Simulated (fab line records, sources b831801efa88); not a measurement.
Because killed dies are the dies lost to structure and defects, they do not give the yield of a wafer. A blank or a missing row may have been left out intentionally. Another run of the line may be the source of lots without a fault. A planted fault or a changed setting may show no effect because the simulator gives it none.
fab line records | flow sky130
[record] lots = 6 | wafers = 18 | lastDay = 50
route steps=708 shown VIA4@650 METAL5@661
lots with no fault: from the same line, run without faults
startH: hours from the record's first day to the start of the lot's first wafer shown | waitH: how many hours have passed since the lot's step before this one | " as in the row above | L1.1+2: a row that stands for several wafers | - no value present, or no start provided | * or withheld: withheld | < > ~ a bound
route shown NAME@n: NAME is a module with steps in the file, n the number in the route of the first one | usual: average and standard deviation across the fault-free wafers | same: alike in all rows | chamber/n: place in a boat | sites: readings site by site | _std_site: standard deviation across them | _edge_site: outer sites' mean less inner sites' | radiusMm: how far each site lies from the wafer's centre | mask NAME#n: copy n | behind: the tool/chamber that last shaped the wafer | hold: why the lot was held/for how many hours/how that ended | device: whichever transistor did not switch (one of n, p or np) | end of line: the tests these same wafers got at the end of their route | step lacking rows: just its recipe | killed: at the first sort, the dies lost to defects and structure; wafer yield is something else | map: shows each die of a wafer: x if killed, . if not, _ if none is there
set.NAME: the setting that was run; set.NAME@STEP: the one run at that earlier step | model.NAME: the simulator's own value behind a step, which no gauge read
lots seen at some steps along the route; tables by step, rows by wafer
services: the hour from which a tool's chamber was out of use, counted from the record's first day as startH (under 0 if before that day), plus the number of hours and why
[[steps]]
[step SKY_VIA4_OVL_MEAS_11]
[usual] VIA4_OVL = 0.1/1.5
lot.wafer | tool       | chamber | startH  | waitH | VIA4_OVL[nm]
L728.1    | overlay-02 | -       | 1025.50 | 0.1   | 2.5
L728.4    | "          | -       | "       | "     | 0.1
L728.6    | "          | -       | "       | "     | -0.7
L735.1    | overlay-01 | -       | 1053.20 | 0.1   | -3.6
L735.5    | "          | -       | "       | "     | -1.0
L735.6    | "          | -       | "       | "     | -0.8
L736.3    | overlay-02 | -       | 1056.66 | 0.1   | 0.1
L736.4    | "          | -       | "       | "     | 0.9
L736.6    | "          | -       | "       | "     | 1.2
L737.2    | overlay-01 | -       | 1059.60 | 0.1   | -0.1
L737.3    | "          | -       | "       | "     | 0.0
L737.5    | "          | -       | "       | "     | 0.1
L745.2    | overlay-02 | -       | 1111.46 | 0.1   | -1.4
L745.3    | "          | -       | "       | "     | -0.3
L745.6    | "          | -       | "       | "     | 1.0
L751.1    | overlay-01 | -       | 1142.55 | 0.1   | -1.9
L751.2    | "          | -       | "       | "     | -1.8
L751.4    | "          | -       | "       | "     | -2.9
[step SKY_VIA4_ETCH_12]
[recipe] target = SiO2 | chemistry = C4F8/O2/Ar | stopOn = TiN | maskMaterial = NOVOLAK | sourceW = 1500 | biasW = 1200 | pressureMtorr = 40 | c4f8FlowSccm = withheld | O2_flow_sccm = 6 | Ar_flow_sccm = 300 | timeS = withheld | targetDepthA = 5800
[usual] oesProductAu = 0.925/0.0051
lot.wafer | tool       | chamber | startH  | waitH | oesProductAu
L728.1    | rieDiel-02 | 3       | 1025.53 | 0.0   | 0.924
L728.4    | "          | 1       | "       | "     | 0.930
L728.6    | "          | 3       | "       | "     | 0.920
L735.1    | rieDiel-02 | 1       | 1053.23 | 0.0   | 0.925
L735.5    | "          | 3       | "       | "     | 0.924
L735.6    | "          | 0       | "       | "     | 0.925
L736.3    | rieDiel-04 | 2       | 1056.68 | 0.0   | 0.934
L736.4    | "          | 0       | "       | "     | 0.925
L736.6    | "          | 2       | "       | "     | 0.918
L737.2    | rieDiel-02 | 1       | 1059.63 | 0.0   | 0.922
L737.3    | "          | 0       | "       | "     | 0.933
L737.5    | "          | 3       | "       | "     | 0.933
L745.2    | rieDiel-01 | 0       | 1111.49 | 0.0   | 0.926
L745.3    | "          | 1       | "       | "     | 0.920
L745.6    | "          | 3       | "       | "     | 0.925
L751.1    | rieDiel-01 | 2       | 1142.59 | 0.0   | 0.922
L751.2    | "          | 1       | "       | "     | 0.928
L751.4    | "          | 2       | "       | "     | 0.918
[step SKY_VIA4_STRIP_13]
[recipe] chemistry = O2/N2 | powerW = 1400 | pressureMtorr = 1500 | platenTempC = withheld | o2FlowSccm = 3000 | n2FlowSccm = 300 | overashFraction = 0.5
[usual] drypumpMotorCurrentA = 6.0/0.51 | oesProductAu = 0.710/0.0046 | stripTimeToEndpointS = 12.800/0.026
lot.wafer | tool           | chamber | startH  | waitH | drypumpMotorCurrentA | oesProductAu | rfHoursCounterH | stripTimeToEndpointS
L728.1    | plasmaAsher-02 | 1       | 1025.61 | -     | 6.8                  | 0.709        | 59              | 12.769
L728.4    | "              | 0       | "       | "     | 6.1                  | 0.708        | -               | 12.769
L728.6    | "              | 1       | "       | "     | 6.8                  | 0.715        | -               | 12.786
L735.1    | plasmaAsher-01 | 1       | 1053.31 | -     | 5.6                  | 0.718        | 30              | 12.768
L735.5    | "              | 0       | "       | "     | 6.1                  | 0.704        | -               | 12.802
L735.6    | "              | 1       | "       | "     | 5.6                  | 0.710        | -               | 12.809
L736.3    | plasmaAsher-03 | 1       | 1056.79 | -     | 5.3                  | 0.714        | -               | 12.770
L736.4    | "              | 0       | "       | "     | 5.8                  | 0.704        | -               | 12.830
L736.6    | "              | 0       | "       | "     | 5.8                  | 0.707        | -               | 12.774
L737.2    | plasmaAsher-03 | 0       | 1059.71 | -     | 5.8                  | 0.702        | 99              | 12.760
L737.3    | "              | 0       | "       | "     | 5.8                  | 0.719        | -               | 12.786
L737.5    | "              | 1       | "       | "     | 5.3                  | 0.705        | -               | 12.795
L745.2    | plasmaAsher-01 | 1       | 1111.56 | -     | 5.6                  | 0.714        | 37              | 12.797
L745.3    | "              | 0       | "       | "     | 6.2                  | 0.710        | -               | 12.768
L745.6    | "              | 0       | "       | "     | 6.2                  | 0.712        | -               | 12.782
L751.1    | plasmaAsher-01 | 1       | 1142.66 | -     | 5.6                  | 0.706        | 40              | 12.821
L751.2    | "              | 0       | "       | "     | 6.1                  | 0.707        | 40              | 12.789
L751.4    | "              | 0       | "       | "     | 6.2                  | 0.708        | -               | 12.785
[step SKY_VIA4_STRIP_14]
[recipe] chemistry = postEtchResidueRemover | timeS = 1200 | tempC = 72.5
[step SKY_VIA4_CLEAN_15]
[recipe] chemistry = IPA | timeS = 180 | tempC = 25
[step SKY_VIA4_CLEAN_16]
[recipe] chemistry = O3/DIW | dry = n2Spin
[step SKY_VIA4_SPUTTER_17]
[recipe] material = TiN | targetThkNm = 20 | chamberPressurePa = 5 | powerW = 4000 | timeS = 80
[usual] cathodeDcPowerW = 4000.1/0.72 | chamberPressurePa = 4.999/0.01 | throttleValvePct = 30.1/0.83
lot.wafer | tool          | chamber | startH  | waitH | cathodeDcPowerW | chamberPressurePa | throttleValvePct
L728.1    | pvdSputter-01 | -       | 1026.23 | 0.0   | 3999.7          | 4.994             | 30.5
L728.4    | "             | -       | "       | "     | 3999.6          | 5.010             | 30.4
L728.6    | "             | -       | "       | "     | 4000.5          | 5.004             | 30.6
L735.1    | pvdSputter-02 | -       | 1053.90 | 0.0   | 4000.2          | 4.997             | 30.3
L735.5    | "             | -       | "       | "     | 4000.3          | 4.993             | 30.3
L735.6    | "             | -       | "       | "     | 4000.1          | 4.993             | 30.3
L736.3    | pvdSputter-01 | -       | 1057.35 | 0.0   | 3998.7          | 4.993             | 30.4
L736.4    | "             | -       | "       | "     | 4000.4          | 4.987             | 30.4
L736.6    | "             | -       | "       | "     | 4000.6          | 4.990             | 30.6
L737.2    | pvdSputter-01 | -       | 1060.30 | 0.0   | 3998.3          | 5.007             | 30.5
L737.3    | "             | -       | "       | "     | 4000.3          | 5.002             | 30.8
L737.5    | "             | -       | "       | "     | 3999.7          | 4.998             | 30.1
L745.2    | pvdSputter-01 | -       | 1112.16 | 0.0   | 3999.6          | 4.992             | 30.8
L745.3    | "             | -       | "       | "     | 4000.6          | 5.000             | 30.0
L745.6    | "             | -       | "       | "     | 3999.7          | 5.010             | 30.3
L751.1    | pvdSputter-04 | -       | 1143.26 | 0.0   | 3999.6          | 5.002             | 27.6
L751.2    | "             | -       | "       | "     | 4000.2          | 5.003             | 30.6
L751.4    | "             | -       | "       | "     | 4000.5          | 4.987             | 30.9
[step SKY_VIA4_CVD_18]
[recipe] material = W | targetThkNm = 505 | timeS = 152.14 | tempC = 400 | pressureTorr = 40
[usual] heaterPowerW = 873/47
lot.wafer | tool    | chamber | startH  | waitH | heaterPowerW
L728.1    | cvdW-01 | 0       | 1026.29 | 0.0   | 865
L728.4    | "       | 1       | "       | "     | 887
L728.6    | "       | 1       | "       | "     | 909
L735.1    | cvdW-01 | 0       | 1053.96 | 0.0   | 895
L735.5    | "       | 0       | "       | "     | 906
L735.6    | "       | 1       | "       | "     | 911
L736.3    | cvdW-01 | 0       | 1057.46 | 0.1   | 884
L736.4    | "       | 1       | "       | "     | 897
L736.6    | "       | 1       | "       | "     | 912
L737.2    | cvdW-01 | 0       | 1060.36 | 0.0   | 854
L737.3    | "       | 1       | "       | "     | 947
L737.5    | "       | 0       | "       | "     | 884
L745.2    | cvdW-01 | 1       | 1112.22 | 0.0   | 932
L745.3    | "       | 0       | "       | "     | 887
L745.6    | "       | 1       | "       | "     | 904
L751.1    | cvdW-02 | 0       | 1143.32 | 0.0   | 900
L751.2    | "       | 1       | "       | "     | 795
L751.4    | "       | 1       | "       | "     | 782
[step SKY_VIA4_RS_MEAS_19]
[recipe] thkMeasGauge = four-point-probe | reads = W_of_VIA4_CVD_18+TiN_of_VIA4_SPUTTER_17
[usual] VIA4_W_RS = 0.2256/0.0026
lot.wafer | tool         | chamber | startH  | waitH | VIA4_W_RS[ohm/sq]
L728.1    | filmMetro-02 | -       | 1026.44 | 0.1   | 0.2269
L728.4    | "            | -       | "       | "     | 0.2211
L728.6    | "            | -       | "       | "     | 0.2192
L735.1    | filmMetro-02 | -       | 1054.11 | 0.1   | 0.2282
L735.5    | "            | -       | "       | "     | 0.2273
L735.6    | "            | -       | "       | "     | 0.2252
L736.3    | filmMetro-02 | -       | 1057.60 | 0.1   | 0.2285
L736.4    | "            | -       | "       | "     | 0.2242
L736.6    | "            | -       | "       | "     | 0.2216
L737.2    | filmMetro-01 | -       | 1060.53 | 0.1   | 0.2275
L737.3    | "            | -       | "       | "     | 0.2239
L737.5    | "            | -       | "       | "     | 0.2284
L745.2    | filmMetro-01 | -       | 1112.39 | 0.1   | 0.2223
L745.3    | "            | -       | "       | "     | 0.2252
L745.6    | "            | -       | "       | "     | 0.2251
L751.1    | filmMetro-01 | -       | 1143.47 | 0.1   | 0.2267
L751.2    | "            | -       | "       | "     | 0.2237
L751.4    | "            | -       | "       | "     | 0.2225
[step SKY_VIA4_THK_MEAS_20]
[recipe] thkMeasGauge = xrf | reads = W_of_VIA4_CVD_18
[usual] VIA4_W_THK = 520/7.3
lot.wafer | tool         | chamber | startH  | waitH | VIA4_W_THK[nm]
L728.1    | filmMetro-02 | -       | 1026.56 | 0.1   | 518
L728.4    | "            | -       | "       | "     | 531
L728.6    | "            | -       | "       | "     | 535
L735.1    | filmMetro-02 | -       | 1054.23 | 0.1   | 517
L735.5    | "            | -       | "       | "     | 517
L735.6    | "            | -       | "       | "     | 527
L736.3    | filmMetro-02 | -       | 1057.70 | 0.1   | 513
L736.4    | "            | -       | "       | "     | 523
L736.6    | "            | -       | "       | "     | 526
L737.2    | filmMetro-01 | -       | 1060.64 | 0.1   | 514
L737.3    | "            | -       | "       | "     | 521
L737.5    | "            | -       | "       | "     | 513
L745.2    | filmMetro-01 | -       | 1112.50 | 0.1   | 525
L745.3    | "            | -       | "       | "     | 521
L745.6    | "            | -       | "       | "     | 520
L751.1    | filmMetro-01 | -       | 1143.59 | 0.1   | 522
L751.2    | "            | -       | "       | "     | 530
L751.4    | "            | -       | "       | "     | 532
[step SKY_VIA4_CMP_21]
[recipe] stopOn = SiO2 | tOverpolishS = 25 | downForcePsi = 3.5 | platenRpm = 60 | targetThkNm = 0 | padVelocityMS = 0.94248
[step SKY_METAL5_SPUTTER_00]
[recipe] material = Ti | targetThkNm = 15 | powerW = 3000 | timeS = 10 | chamberPressurePa = 0.4
[usual] cathodeDcPowerW = 3000.0/0.59 | chamberPressurePa = 0.4000/0.00071 | throttleValvePct = 30.1/0.85
lot.wafer | tool          | chamber | startH  | waitH | cathodeDcPowerW | chamberPressurePa | throttleValvePct
L728.1    | pvdSputter-02 | -       | 1026.92 | 0.2   | 3000.1          | 0.3984            | 30.3
L728.4    | "             | -       | "       | "     | 3000.1          | 0.4007            | 30.4
L728.6    | "             | -       | "       | "     | 2999.9          | 0.3996            | 30.6
L735.1    | pvdSputter-03 | -       | 1054.59 | 0.2   | 3001.3          | 0.4007            | 28.8
L735.5    | "             | -       | "       | "     | 2999.7          | 0.3995            | 30.0
L735.6    | "             | -       | "       | "     | 3000.0          | 0.4001            | 28.8
L736.3    | pvdSputter-02 | -       | 1058.04 | 0.2   | 3000.4          | 0.4005            | 30.4
L736.4    | "             | -       | "       | "     | 2999.9          | 0.4011            | 30.6
L736.6    | "             | -       | "       | "     | 3000.7          | 0.4005            | 28.7
L737.2    | pvdSputter-02 | -       | 1060.99 | 0.2   | 3000.8          | 0.3998            | 30.5
L737.3    | "             | -       | "       | "     | 2999.9          | 0.4004            | 28.8
L737.5    | "             | -       | "       | "     | 3000.2          | 0.4005            | 30.4
L745.2    | pvdSputter-03 | -       | 1112.85 | 0.1   | 2999.5          | 0.4003            | 30.1
L745.3    | "             | -       | "       | "     | 3000.6          | 0.3990            | 31.6
L745.6    | "             | -       | "       | "     | 2999.9          | 0.4003            | 29.2
L751.1    | pvdSputter-03 | -       | 1143.95 | 0.2   | 2999.7          | 0.4017            | 28.5
L751.2    | "             | -       | "       | "     | 2999.6          | 0.3985            | 30.5
L751.4    | "             | -       | "       | "     | 3000.5          | 0.4003            | 29.4
[step SKY_METAL5_SPUTTER_01]
[recipe] material = TiN | targetThkNm = 20 | powerW = 6500 | timeS = 16.7 | chamberPressurePa = 0.4
[usual] cathodeDcPowerW = 6500.1/1.1 | chamberPressurePa = 0.4000/0.00068 | throttleValvePct = 30.1/0.82
lot.wafer | tool          | chamber | startH  | waitH | cathodeDcPowerW | chamberPressurePa | throttleValvePct
L728.1    | pvdSputter-02 | -       | 1026.94 | 0.0   | 6502.3          | 0.4006            | 30.3
L728.4    | "             | -       | "       | "     | 6500.9          | 0.4011            | 30.6
L728.6    | "             | -       | "       | "     | 6500.0          | 0.4004            | 30.6
L735.1    | pvdSputter-03 | -       | 1054.61 | 0.0   | 6498.8          | 0.4004            | 28.6
L735.5    | "             | -       | "       | "     | 6500.4          | 0.3993            | 30.0
L735.6    | "             | -       | "       | "     | 6498.5          | 0.3999            | 28.9
L736.3    | pvdSputter-02 | -       | 1058.06 | 0.0   | -               | -                 | -
L736.4    | "             | -       | "       | "     | -               | -                 | -
L736.6    | "             | -       | "       | "     | -               | -                 | -
L737.2    | pvdSputter-02 | -       | 1061.01 | 0.0   | -               | -                 | -
L737.3    | "             | -       | "       | "     | -               | -                 | -
L737.5    | "             | -       | "       | "     | -               | -                 | -
L745.2    | pvdSputter-03 | -       | 1112.88 | 0.0   | 6500.0          | 0.4011            | 30.0
L745.3    | "             | -       | "       | "     | 6500.8          | 0.3997            | 31.5
L745.6    | "             | -       | "       | "     | 6499.4          | 0.4001            | 29.2
L751.1    | pvdSputter-03 | -       | 1143.97 | 0.0   | 6499.4          | 0.3995            | 29.1
L751.2    | "             | -       | "       | "     | 6499.1          | 0.3989            | 30.5
L751.4    | "             | -       | "       | "     | 6499.4          | 0.4012            | 29.5
[step SKY_METAL5_SPUTTER_02]
[recipe] material = AlCu | targetThkNm = 1150 | powerW = 10600 | timeS = 61.2 | chamberPressurePa = 0.4
[[services]]
tool           | chamber | startH  | hours | kind
rieDiel-02     | -       | 1004.56 | 0.9   | repair
rieDiel-02     | -       | 1010.27 | 1.0   | repair
plasmaAsher-01 | -       | 1019.67 | 1.0   | repair
rieDiel-02     | 0       | 1023.55 | 8.7   | repair
rieDiel-02     | 3       | 1026.15 | 3.9   | repair
rieDiel-02     | 1       | 1028.50 | 1.7   | repair
rieDiel-01     | 1       | 1029.55 | 3.8   | repair
rieDiel-02     | 3       | 1031.20 | 9.1   | repair
pvdSputter-04  | -       | 1039.84 | 1.3   | repair
plasmaAsher-03 | -       | 1046.76 | 0.8   | repair
plasmaAsher-02 | -       | 1047.48 | 15.4  | repair
rieDiel-04     | -       | 1052.72 | 0.8   | repair
pvdSputter-03  | -       | 1070.13 | 1.3   | repair
rieDiel-04     | 3       | 1070.48 | 4.3   | repair
rieDiel-01     | 1       | 1074.85 | 7.2   | repair
pvdSputter-03  | -       | 1079.80 | 0.9   | repair
rieDiel-01     | -       | 1081.14 | 0.6   | repair
rieDiel-01     | 0       | 1083.23 | -     | clean
rieDiel-01     | 0       | 1083.23 | 17.0  | scheduledDown
rieDiel-01     | 0       | 1083.23 | 17.0  | ventCycle
plasmaAsher-03 | -       | 1084.36 | 4.3   | repair
rieDiel-02     | -       | 1104.64 | 2.3   | repair
pvdSputter-02  | -       | 1126.05 | 4.3   | repair
rieDiel-01     | 3       | 1142.47 | 1.4   | repair
[[key]]
[firstSign] step = SKY_METAL5_SPUTTER_01 | reading = toolRecord | direction = missing
effect none on later readings
metAt SKY_METAL5_SPUTTER_01
struckWafers L736.3,L736.4,L736.6,L737.2,L737.3,L737.5
laterRowsLeftOut L736.3,L736.4,L736.6,L737.2,L737.3,L737.5
sortLeftOut L736.3,L736.4,L736.6,L737.2,L737.3,L737.5
onsetBetween 1026.94 1058.06
[fault] kind = skippedStepWhole | tool = pvdSputter-02 | chamber = - | onsetH = 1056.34 | steps = SKY_METAL5_SPUTTER_01 | scope = struckLotsOnly
// sortLeftOut: the simulated sort isn't trusted on such a fault, so these wafers' sort isn't shown, and their yield isn't known
// laterRowsLeftOut: the simulator's readings of these wafers behind a module that went badly wrong aren't trusted and aren't shown, but for the sort
